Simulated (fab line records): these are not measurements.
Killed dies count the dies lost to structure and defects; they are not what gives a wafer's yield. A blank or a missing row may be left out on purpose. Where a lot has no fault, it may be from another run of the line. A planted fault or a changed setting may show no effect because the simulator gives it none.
Struck lot and sound lot, side by side + flow sky130 + 30 out of 708 route steps
Sound: wafers L171.2, L171.5, L171.6. The struck wafers were L165.2, L165.3, L165.6. The cause is given at the end.
Order at every step that has rows: each side's tool, ch and its chambers, its first start. Under that, the readings that differ: sound wafers + struck wafers + difference of the means + sigmas: that difference in standard deviations of wafers without a fault.
alike: readings with means less than 2 such deviations apart, plus words and numbers identical on both sides. not compared: withheld readings, readings lacking a value on some wafer, bounds such as >300 that could conceal the same value, and numbers that have no deviation in the record and whose values overlap.
A row with sigmas, a row that says differs or no value, or rows on one side alone: a step with any of these is where the two part. Numbers that don't overlap but have no deviation are shown without sigmas and don't part them. A reading missing from all wafers of one side parts the sides only when that side holds two or more wafers.

first, 5 steps without rows for these wafers: SKY_SONOS_ONO_COAT_08 (resist thk 1140 nm); SKY_SONOS_ONO_SOFTBAKE_09 (time 60 s); SKY_SONOS_ONO_EXPOSE_10 (exposes mask ONOM, target cd 410 nm); SKY_SONOS_ONO_PEB_11; SKY_SONOS_ONO_DEVELOP_12 (develop time 60 s).
SKY_SONOS_ONO_CD_MEAS_13 targets a cd of 410 nm.
  sound on cd sem-02 at day 19 15:04; struck on cd sem-02 at day 17 09:58
  alike: cd nm
SKY_SONOS_ONO_OVL_MEAS_14:
  sound on overlay-01 at day 19 15:10; struck on overlay-02 at day 17 10:04
  alike: SONOS_ONO_OVL
SKY_SONOS_ONO_ETCH_15: etches the open film in CHF3/O2, target depth 19.52 nm, time 7.8 s.
  sound on rie diel-01 ch 0,3, day 19 15:12; struck on rie diel-04 ch 0,2,3, day 17 10:06
| reading               | sound             | struck            | difference | sigmas |
|-----------------------|-------------------|-------------------|------------|--------|
| oes product au (a.u.) | 0.994 0.994 0.997 | 1.014 1.008 1.014 | +0.017     | +2     |
  alike: drypump motor current A, throttle valve pct
  not compared: rf hours counter h
then, 1 step without rows for these wafers: SKY_SONOS_ONO_WET_ETCH_16 (etches SiO2 in dHF, target depth 14 nm, time 280 s).
SKY_SONOS_ONO_STRIP_17: strips in O2/N2.
  sound on plasma asher-01 ch 0,1, day 19 15:19; struck on plasma asher-01 ch 0,1, day 17 10:13
  alike: drypump motor current A, oes product au, strip time to endpoint s
  not compared: rf hours counter h
then, 2 steps without rows for these wafers: SKY_SONOS_ONO_WET_ETCH_18 (etches Si3N4 in H3PO4, target depth 15 nm, time 172 s); SKY_GATE_OXIDE_CLEAN_00 (cleans in SC1/SC2, time 150 s).
SKY_GATE_OXIDE_OXIDATION_01: stabilise 600 s, purge 300 s, target thk 10.268 nm.
  sound on furnace-01 ch 0, day 19 15:31; struck on furnace-01 ch 0, day 17 12:38
  alike: tube center temp C, zone power bottom pct, zone power lower pct
SKY_GATE_OXIDE_THK_MEAS_02:
  sound on film metro-03 at day 19 16:56; struck on film metro-01 at day 17 14:03
| reading                          | sound             | struck            | difference | sigmas |
|----------------------------------|-------------------|-------------------|------------|--------|
| GATE_OXIDE_OXIDATION_00_THK (nm) | 10.59 10.58 10.63 | 16.74 16.85 16.92 | +6.24      | +35    |
then, 7 steps without rows for these wafers: SKY_GATE_OXIDE_DEHYDRATE_03 (time 60 s); SKY_GATE_OXIDE_HMDS_04 (prime time 60 s); SKY_GATE_OXIDE_COAT_05 (resist thk 1140 nm); SKY_GATE_OXIDE_SOFTBAKE_06 (time 60 s); SKY_GATE_OXIDE_EXPOSE_07 (exposes mask LVOM, target cd 600 nm); SKY_GATE_OXIDE_PEB_08; SKY_GATE_OXIDE_DEVELOP_09 (develop time 60 s).
SKY_GATE_OXIDE_OVL_MEAS_10:
  sound on overlay-02 at day 20 23:50; struck on overlay-01 at day 18 17:56
  alike: GATE_OXIDE_OVL
then, 2 steps without rows for these wafers: SKY_GATE_OXIDE_IMPLANT_11; SKY_GATE_OXIDE_WET_ETCH_12 (etches SiO2 in dHF, target depth 16.8 nm, time 336 s).
SKY_GATE_OXIDE_STRIP_13: strips in O2/N2.
  sound on plasma asher-03 ch 0,1, day 21 00:07; struck on plasma asher-03 ch 0,1, day 18 18:13
  alike: drypump motor current A, oes product au, strip time to endpoint s
  not compared: rf hours counter h
SKY_GATE_OXIDE_TW_MEAS_14:
  sound on film metro-03 at day 21 00:13; struck on film metro-04 at day 18 18:19
  alike: GATE_OXIDE_TW
SKY_GATE_OXIDE_CLEAN_15: cleans in SC1/SC2, time 150 s.
  sound on wet bench-04 ch 0, day 21 00:16; struck on wet bench-02 ch 0, day 18 18:22
| reading                                           | sound             | struck           | difference | sigmas |
|---------------------------------------------------|-------------------|------------------|------------|--------|
| model.SiO2_of_GATE_OXIDE_OXIDATION_01.thk nm (nm) | 10.28 10.23 10.27 | 16.4 16.47 16.61 | +6.2       |        |
SKY_GATE_OXIDE_OXIDATION_16: stabilise 600 s, purge 300 s, target thk 3.57 nm.
  sound on furnace-02 ch 0, day 21 00:19; struck on furnace-02 ch 0, day 18 19:31
| reading                                           | sound             | struck            | difference | sigmas |
|---------------------------------------------------|-------------------|-------------------|------------|--------|
| model.SiO2_of_GATE_OXIDE_OXIDATION_01.thk nm (nm) | 11.96 11.92 11.93 | 17.78 17.83 17.94 | +5.91      |        |
  alike: tube center temp C, zone power bottom pct, zone power lower pct
then, 1 step without rows for these wafers: SKY_POLY_GATE_CVD_00 (deposits poly-Si, target thk 180 nm, time 720 s).
-- a jump in the record: the struck wafers' starts before and after are 31 days apart (it breaks off in module POLY_GATE and resumes in module PAD_OPEN, where the first step shown is number 708 of the route) --
SKY_PAD_OPEN_PROBE_99:
  sound on prober-02 at day 51 13:13; struck on prober-02 at day 49 23:26
| reading                                | sound                         | struck                       | difference | sigmas |
|----------------------------------------|-------------------------------|------------------------------|------------|--------|
| killed_at_M0_to_M3                     | 50 55 49                      | 35 32 40                     | -16        | -2     |
| model.etest.nfet_16v.r on ohm um       | 1.404e+04 1.415e+04 1.404e+04 | 1.718e+04 1.74e+04 1.731e+04 | +3.220e+03 |        |
| model.etest.tip sonos.rs ohm sq        | 2700 2718 2708                | 5300 5422 5508               | +2701      |        |
| model.etest.pfet_16v.r on ohm um       | 1.523e+04 1.551e+04 1.513e+04 | 1.73e+04 1.743e+04 1.739e+04 | +2.08e+03  |        |
| model.etest.pfet g5v0d10v5.r on ohm um | 4761 4811 4747                | 6103 6225 6246               | +1418      |        |
| model.etest.nfet g5v0d10v5.r on ohm um | 1898 1888 1879                | 2406 2399 2410               | +517       |        |
| model.etest.tip p.rs ohm sq            | 6845 6832 6840                | 7306 7203 7284               | +425       |        |
| model.etest.nfet g5v0d10v5.drive ua um | 599.7 597.2 599               | 403.1 401.9 396.3            | -198.2     |        |
| model.etest.pfet_01v8.r on ohm um      | 2857 2947 2845                | 3122 3116 3122               | +237       |        |
  alike: killed_at_M4_up, killed at contacts, killed at front end, killed at other, killed dies, killed open, killed short

## WHERE THEY PART
First at SKY_SONOS_ONO_ETCH_15; last, within this record, at SKY_PAD_OPEN_PROBE_99.

WHY: what the simulator had put in
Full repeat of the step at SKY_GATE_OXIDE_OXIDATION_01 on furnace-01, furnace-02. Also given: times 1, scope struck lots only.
